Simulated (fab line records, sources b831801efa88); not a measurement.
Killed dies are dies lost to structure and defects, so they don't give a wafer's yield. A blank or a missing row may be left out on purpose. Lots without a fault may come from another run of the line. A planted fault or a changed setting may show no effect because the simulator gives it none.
fab line records | flow sky130
record lots=6 wafers=18 last_day=50
route steps=708 shown NWELL@82 PWDE@84 VT_ADJUST_HVTP@85 PAD_OPEN@708
lots that met no fault: from a run of the same line without faults
start_h: hours from the record's first day to the start of the lot's first wafer shown | wait_h: hours since the lot's step before | " the same as in the row above | L1.1+2: a row that stands for several wafers | - no value, or no start given | * or withheld: withheld | < > ~ a bound
route shown NAME@n: a module of which the file shows steps, and the number in the route of the first | usual: mean/standard deviation of fault-free wafers | same: alike in all rows | chamber/n: place in a boat | sites: the reading at each site | _std_site: their standard deviation | _edge_site: outer sites' mean less inner sites' | radius_mm: how far each site lies from the wafer's centre | mask NAME#n: copy n | behind: the tool/chamber that last shaped the wafer | hold: why the lot was held/for how many hours/how that ended | device: the transistor (n, p or np) that didn't switch | end of line: the same wafers' tests at the end of the route | a step without rows: its recipe alone | killed: dies lost to structure and defects at the first sort, not the wafer's yield | map: a wafer's dies, x killed, . not, _ none there
set.NAME: the setting as run; set.NAME@STEP: as run at that earlier step | model.NAME: the simulator's own value behind a step, which no gauge read
lots at some steps of the route; a table a step, a row a wafer
services: from which hour (start_h, from the record's first day; less than 0 if before it) a tool's chamber was out of use, for how many hours, and why
## steps
# step SKY_NWELL_RS_MEAS_29
# recipe thk_meas_gauge=four-point-probe
# usual NWELL_RS=625.0/1.6
# columns lot.wafer tool chamber start_h wait_h NWELL_RS[ohm/sq]
L423.1 film_metro-02 - 100.89 0.1 624.9
L423.2 " - " " 624.7
L423.3 " - " " 624.9
L428.1 film_metro-02 - 131.13 0.1 627.8
L428.5 " - " " 625.6
L428.6 " - " " 627.1
L432.1 film_metro-02 - 155.83 0.1 624.6
L432.4 " - " " 625.9
L432.6 " - " " 625.5
L443.1 film_metro-03 - 225.93 0.1 625.4
L443.2 " - " " 624.3
L443.6 " - " " 626.0
L444.3 film_metro-03 - 229.92 0.1 625.3
L444.5 " - " " 625.2
L444.6 " - " " 625.0
L446.1 film_metro-02 - 242.79 0.1 625.1
L446.4 " - " " 626.2
L446.6 " - " " 627.2
# step SKY_NWELL_RS_MEAS_31
# recipe thk_meas_gauge=four-point-probe
# usual PWDE_RS=5283/17
# columns lot.wafer tool chamber start_h wait_h PWDE_RS[ohm/sq]
L423.1 film_metro-02 - 101.13 0.1 5271
L423.2 " - " " 5290
L423.3 " - " " 5274
L428.1 film_metro-02 - 131.37 0.1 5331
L428.5 " - " " 5296
L428.6 " - " " 5309
L432.1 film_metro-02 - 156.07 0.1 5308
L432.4 " - " " 5295
L432.6 " - " " 5303
L443.1 film_metro-03 - 226.17 0.1 5291
L443.2 " - " " 5267
L443.6 " - " " 5287
L444.3 film_metro-03 - 230.16 0.1 5295
L444.5 " - " " 5278
L444.6 " - " " 5277
L446.1 film_metro-02 - 243.03 0.1 5305
L446.4 " - " " 5311
L446.6 " - " " 5296
# step SKY_VT_ADJUST_HVTP_DEHYDRATE_00
# recipe temp_c=200 time_s=60
# step SKY_VT_ADJUST_HVTP_HMDS_01
# recipe prime_time_s=60 prime_temp_c=120
# step SKY_VT_ADJUST_HVTP_COAT_02
# recipe resist=NOVOLAK spin_rpm=3000 resist_thk_nm=1140
# step SKY_VT_ADJUST_HVTP_SOFTBAKE_03
# recipe temp_c=90 time_s=60 resist=NOVOLAK
# step SKY_VT_ADJUST_HVTP_EXPOSE_04
# recipe mask_id=HVTPM na=0.6 source_shape=conventional sigma_outer=0.6 polarization=unpolarized target_cd_nm=380 dose_mj=140
# step SKY_VT_ADJUST_HVTP_PEB_05
# recipe temp_c=withheld time_s=* resist=NOVOLAK
# step SKY_VT_ADJUST_HVTP_DEVELOP_06
# recipe resist=NOVOLAK developer=TMAH develop_time_s=60 dev_temp_c=23
# step SKY_VT_ADJUST_HVTP_CD_MEAS_07
# recipe target_cd_nm=380
# usual cd_nm=379.4/2.6
# columns lot.wafer tool chamber start_h wait_h cd_nm
L423.1 cd_sem-01 - 118.91 0.1 378.5
L423.2 " - " " 378.8
L423.3 " - " " 378.1
L428.1 cd_sem-02 - 149.79 0.1 381.3
L428.5 " - " " 380.1
L428.6 " - " " 381.0
L432.1 cd_sem-01 - 176.19 0.1 378.5
L432.4 " - " " 381.7
L432.6 " - " " 380.0
L443.1 cd_sem-02 - 248.19 0.1 382.8
L443.2 " - " " 382.4
L443.6 " - " " 381.3
L444.3 cd_sem-01 - 252.75 0.1 378.3
L444.5 " - " " 378.6
L444.6 " - " " 376.9
L446.1 cd_sem-01 - 266.29 0.1 382.3
L446.4 " - " " 381.7
L446.6 " - " " 380.9
# step SKY_VT_ADJUST_HVTP_OVL_MEAS_08
# usual VT_ADJUST_HVTP_OVL=0.8/1.6
# columns lot.wafer tool chamber start_h wait_h VT_ADJUST_HVTP_OVL[nm]
L423.1 overlay-02 - 119.03 0.1 -0.4
L423.2 " - " " -0.5
L423.3 " - " " 0.1
L428.1 overlay-01 - 149.91 0.1 0.2
L428.5 " - " " -0.4
L428.6 " - " " -1.1
L432.1 overlay-01 - 176.31 0.1 3.3
L432.4 " - " " 3.5
L432.6 " - " " 2.2
L443.1 overlay-01 - 248.31 0.1 2.1
L443.2 " - " " 1.1
L443.6 " - " " 2.2
L444.3 overlay-01 - 252.85 0.1 2.5
L444.5 " - " " 2.7
L444.6 " - " " 1.2
L446.1 overlay-01 - 266.41 0.1 0.0
L446.4 " - " " 0.9
L446.6 " - " " -0.2
# step SKY_VT_ADJUST_HVTP_IMPLANT_09
# recipe species=As energy_kev=150 dose_cm2=4.3e+12 tilt_deg=withheld
# usual dose_ions_cm2=4.3e+12/4.5e+09 faraday_current_uA=24.3/0.51
# columns lot.wafer tool chamber start_h wait_h dose_ions_cm2 faraday_current_uA
L423.1 implanter-04 0 119.07 0.0 4.301e+12 24.4
L423.2 " 0 " " 4.294e+12 23.3
L423.3 " 0 " " 4.302e+12 24.0
L428.1 implanter-03 0 149.94 0.0 4.292e+12 23.7
L428.5 " 0 " " 4.295e+12 24.6
L428.6 " 0 " " 4.303e+12 24.3
L432.1 implanter-01 0 176.34 0.0 4.297e+12 23.7
L432.4 " 0 " " 4.304e+12 24.6
L432.6 " 0 " " 4.3e+12 23.4
L443.1 implanter-04 0 248.34 0.0 2.579e+12 14.7
L443.2 " 0 " " 2.583e+12 14.4
L443.6 " 0 " " 2.576e+12 14.7
L444.3 implanter-04 0 252.92 0.1 2.579e+12 14.8
L444.5 " 0 " " 2.58e+12 14.1
L444.6 " 0 " " 2.583e+12 15.2
L446.1 implanter-03 0 266.44 0.0 4.295e+12 23.9
L446.4 " 0 " " 4.298e+12 25.2
L446.6 " 0 " " 4.297e+12 23.7
# step SKY_VT_ADJUST_HVTP_STRIP_10
# recipe chemistry=O2/N2 power_w=1400 pressure_mtorr=1500 platen_temp_c=withheld o2_flow_sccm=3000 n2_flow_sccm=300 overash_fraction=0.5
# usual drypump_motor_current_A=5.71/0.26 oes_product_au=0.715/0.0047 strip_time_to_endpoint_s=14.19/0.049
# columns lot.wafer tool chamber start_h wait_h drypump_motor_current_A oes_product_au rf_hours_counter_h strip_time_to_endpoint_s
L423.1 plasma_asher-04 0 119.22 0.1 5.25 0.723 45 14.13
L423.2 " 1 " " 6.03 0.713 45 14.08
L423.3 " 0 " " 5.25 0.721 - 14.05
L428.1 plasma_asher-03 1 150.09 0.1 5.88 0.712 36 14.15
L428.5 " 1 " " 5.87 0.712 - 14.16
L428.6 " 0 " " 5.53 0.722 - 14.14
L432.1 plasma_asher-04 0 176.49 0.1 5.25 0.707 51 14.13
L432.4 " 0 " " 5.27 0.713 - 14.14
L432.6 " 0 " " 5.25 0.722 - 14.22
L443.1 plasma_asher-03 1 248.49 0.1 5.91 0.717 45 14.13
L443.2 " 0 " " 5.51 0.721 45 14.16
L443.6 " 1 " " 5.87 0.710 - 14.17
L444.3 plasma_asher-03 0 253.05 0.1 5.52 0.710 - 14.22
L444.5 " 0 " " 5.52 0.720 - 14.14
L444.6 " 1 " " 5.87 0.712 - 14.20
L446.1 plasma_asher-02 1 266.59 0.1 6.00 0.718 54 14.26
L446.4 " 1 " " 6.00 0.715 - 14.22
L446.6 " 0 " " 5.60 0.722 - 14.28
# step SKY_VT_ADJUST_HVTP_TW_MEAS_11
# usual VT_ADJUST_HVTP_TW=1364/13
# columns lot.wafer tool chamber start_h wait_h hold VT_ADJUST_HVTP_TW
L423.1 film_metro-04 - 119.32 0.1 - 1375
L423.2 " - " " - 1367
L423.3 " - " " - 1377
L428.1 film_metro-04 - 150.19 0.1 - 1359
L428.5 " - " " - 1357
L428.6 " - " " - 1359
L432.1 film_metro-01 - 176.59 0.1 - 1382
L432.4 " - " " - 1382
L432.6 " - " " - 1381
L443.1 film_metro-04 - 248.59 0.1 await_dispo/0.2h/release 1148
L443.2 " - " " await_dispo/0.2h/release 1153
L443.6 " - " " await_dispo/0.2h/release 1144
L443.1 film_metro-04 - 248.82 0.2 - 1149
L443.2 " - " " - 1159
L443.6 " - " " - 1148
L444.3 film_metro-04 - 253.14 0.1 await_dispo/0.2h/release 1152
L444.5 " - " " await_dispo/0.2h/release 1156
L444.6 " - " " await_dispo/0.2h/release 1152
L444.3 film_metro-04 - 253.37 0.2 - 1150
L444.5 " - " " - 1148
L444.6 " - " " - 1153
L446.1 film_metro-04 - 266.69 0.1 - 1353
L446.4 " - " " - 1348
L446.6 " - " " - 1358
# step SKY_PAD_OPEN_PROBE_99
# usual killed_at_M0_to_M3=42/6.6 killed_at_M4_up=3.1/1.9 killed_at_contacts=25/5.7 killed_at_front_end=16/5 killed_at_other=0.2/0.38 killed_dies=86/9.6 killed_open=47/7.2 killed_short=39/6.2
# same gross_dies=492 killed_at_back_side=0
# columns lot.wafer tool chamber start_h wait_h hold killed_at_M0_to_M3 killed_at_M4_up killed_at_contacts killed_at_front_end killed_at_other killed_dies killed_open killed_short
L423.1 prober-01 - 1074.69 0.1 - 32 2 22 24 0 80 48 32
L423.2 prober-01 - 1074.74 0.1 - 40 4 31 16 0 91 54 37
L423.3 prober-01 - 1074.79 0.2 - 39 3 23 21 0 86 48 38
L432.1 prober-02 - 1130.08 0.1 - 50 4 30 25 0 109 58 51
L432.4 prober-02 - 1130.23 0.2 - 37 5 22 17 0 81 39 42
L432.6 prober-02 - 1130.33 0.2 - 37 4 19 14 0 74 38 36
L443.1 prober-01 - 1191.85 0.1 await_dispo/3.3h/release 36 6 23 12 0 77 41 36
L443.2 prober-01 - 1191.90 0.1 await_dispo/3.3h/release 42 5 25 14 0 86 46 40
L443.6 prober-01 - 1192.10 0.2 await_dispo/3.3h/release 43 2 32 20 0 97 49 48
L444.3 prober-02 - 1193.45 0.2 await_dispo/1.3h/release 34 3 21 16 0 74 39 35
L444.5 prober-02 - 1193.55 0.2 await_dispo/1.3h/release 49 2 23 21 0 95 50 45
L444.6 prober-02 - 1193.60 0.2 await_dispo/1.3h/release 38 5 21 13 2 79 46 33
# killed by level:class
L423.1 VIA1:geometric_particle:open=8 LI_CONTACT:geometric_particle:open=7 FIELD_ISO:geometric_particle:short=6 POLY_GATE:geometric_particle:open=6 SPACER:geometric_particle:open=6 CONTACT:geometric_particle:open=6 VIA2:geometric_particle:open=6 FIELD_ISO:geometric_particle:open=4
L423.2 CONTACT:geometric_particle:open=18 LI_CONTACT:geometric_particle:open=6 VIA2:geometric_particle:open=6 VIA2:geometric_particle:short=6 FIELD_ISO:geometric_particle:short=5 VIA1:geometric_particle:open=5 FIELD_ISO:geometric_particle:open=4 LOCAL_INTERCONNECT:geometric_particle:short=4
L423.3 CONTACT:geometric_particle:open=10 VIA1:geometric_particle:open=10 LI_CONTACT:geometric_particle:open=7 VIA2:geometric_particle:open=6 VIA3:geometric_particle:open=5 POLY_GATE:geometric_particle:short=4 SPACER:geometric_particle:short=4 METAL2:geometric_particle:short=4
L432.1 POLY_GATE:geometric_particle:short=12 VIA1:geometric_particle:open=12 CONTACT:geometric_particle:open=10 LI_CONTACT:geometric_particle:open=8 VIA2:geometric_particle:open=8 FIELD_ISO:geometric_particle:short=7 METAL1:geometric_particle:short=7 LI_CONTACT:geometric_particle:short=5
L432.4 VIA1:geometric_particle:open=9 METAL1:geometric_particle:short=7 POLY_GATE:geometric_particle:short=7 CONTACT:geometric_particle:short=6 CONTACT:geometric_particle:open=6 VIA3:geometric_particle:open=6 LI_CONTACT:geometric_particle:open=5 LOCAL_INTERCONNECT:geometric_particle:short=5
L432.6 VIA1:geometric_particle:open=13 CONTACT:geometric_particle:short=6 FIELD_ISO:geometric_particle:short=5 CONTACT:geometric_particle:open=5 VIA3:geometric_particle:short=5 LI_CONTACT:geometric_particle:open=4 FIELD_ISO:geometric_particle:open=3 POLY_GATE:geometric_particle:short=3
L443.1 CONTACT:geometric_particle:short=8 LI_CONTACT:geometric_particle:open=7 VIA1:geometric_particle:open=7 VIA1:geometric_particle:short=6 CONTACT:geometric_particle:open=5 METAL1:geometric_particle:open=4 METAL4:geometric_particle:short=4 METAL2:geometric_particle:short=4
L443.2 CONTACT:geometric_particle:short=8 VIA1:geometric_particle:open=8 VIA3:geometric_particle:open=7 VIA2:geometric_particle:open=6 CONTACT:geometric_particle:open=6 METAL2:geometric_particle:short=5 VIA1:geometric_particle:short=4 POLY_GATE:geometric_particle:short=4
L443.6 VIA1:geometric_particle:open=10 LI_CONTACT:geometric_particle:open=9 CONTACT:geometric_particle:open=9 FIELD_ISO:geometric_particle:short=7 CONTACT:geometric_particle:short=7 VIA3:geometric_particle:open=7 METAL1:geometric_particle:short=6 POLY_GATE:geometric_particle:short=5
L444.3 VIA3:geometric_particle:open=12 CONTACT:geometric_particle:open=11 FIELD_ISO:geometric_particle:open=7 METAL2:geometric_particle:short=4 LOCAL_INTERCONNECT:geometric_particle:short=4 METAL1:geometric_particle:short=4 VIA3:geometric_particle:short=4 POLY_GATE:geometric_particle:short=3
L444.5 VIA1:geometric_particle:open=9 LI_CONTACT:geometric_particle:open=7 CONTACT:geometric_particle:open=7 METAL1:geometric_particle:short=7 VIA1:geometric_particle:short=7 FIELD_ISO:geometric_particle:open=5 CONTACT:geometric_particle:short=5 METAL2:geometric_particle:short=5
L444.6 LI_CONTACT:geometric_particle:open=10 VIA1:geometric_particle:open=9 VIA1:geometric_particle:short=7 METAL1:geometric_particle:short=5 CONTACT:geometric_particle:open=5 VIA2:geometric_particle:open=5 METAL3:geometric_particle:short=5 VIA3:geometric_particle:open=5
# map L443.6 (x killed, . not)
__________x.xx.....x_________
________...x......xx.._______
______xx............x..._____
_____.....x.......xx.....____
____...x.x..x.......x.xx..___
___........x..x.xx..x...x.x__
__x..x.....................x_
_.......x.xxx...........x....
_......x.x...................
_...x.x.....x......xx...x.xx.
_.xx.x....................xx.
_x..x.....x....x.x........x..
_..x....x..x......x....x.x...
_..x.x......x................
_x..x..x........x...........x
__.x....x...xx....x........._
___..x...x.......x.x.x.x...__
____......x.........x.....___
_____..xx........xx......____
______...............x.._____
________...xx.xx..xx.x_______
__________.x....x.x._________
# map L444.5 (x killed, . not)
__________.........._________
________............x._______
______x.........x..xx..x_____
_____.......x...x.....x..____
____......x....xx..x..xx..___
___x.........x...x..x...x..__
__...x....x...xxx....x....x._
_x.xx..x.x............x......
_x......x....x..........x..x.
_.............x...xx.x..x....
_x......x.x.....x......xx.x..
_.....x.xx...x...x.x...x.x...
_......x..x.x...x.........x..
_.........x....x...x..xx.....
_x...x.x...............x...x.
__x....x..x..x....x........._
___.x...x..x...............__
____.x..xx.............x..___
_____......x......x.xx...____
______........xx........_____
________....x.x......._______
__________x.....x..._________
## services
# columns tool chamber start_h hours kind
implanter-01 - 100.97 5.0 repair
implanter-04 - 112.71 2.5 pm
plasma_asher-02 - 118.22 33.8 repair
plasma_asher-04 - 145.26 1.1 repair
plasma_asher-03 - 194.18 3.4 repair
implanter-01 - 205.07 5.2 repair
implanter-03 - 220.98 5.5 pm
implanter-04 - 230.15 12.5 pm
implanter-04 - 254.27 8.8 repair
## key
first_sign step=SKY_VT_ADJUST_HVTP_IMPLANT_09 reading=dose_ions_cm2 direction=down sigmas=99+ usual=* struck=*
effect step=SKY_VT_ADJUST_HVTP_IMPLANT_09 reading=faraday_current_uA direction=down sigmas=19 usual=24.3 struck=14.6
effect step=SKY_VT_ADJUST_HVTP_TW_MEAS_11 reading=visit direction=added
effect step=SKY_VT_ADJUST_HVTP_TW_MEAS_11 reading=VT_ADJUST_HVTP_TW direction=down sigmas=16 usual=1364 struck=1151
effect step=SKY_PAD_OPEN_PROBE_99 reading=hold direction=added
met_at SKY_VT_ADJUST_HVTP_IMPLANT_09
struck_wafers L443.1,L443.2,L443.6,L444.3,L444.5,L444.6
tester_left_out L443,L444
onset_between 119.07 248.34
fault kind=process_parameter_drift tool=implanter-04 chamber=- onset_h=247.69 steps=SKY_VT_ADJUST_HVTP_IMPLANT_09 channel=dose_cm2 offset=* shape=step end_h=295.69 acts_in=* stated=*
# tester_left_out: of these lots the tester's yield and bins aren't shown, on N5 and GAA mostly nor the transistor test; their killed dies are dies lost to structure and defects alone, not to doping, threshold or leakage, so they don't give the yield
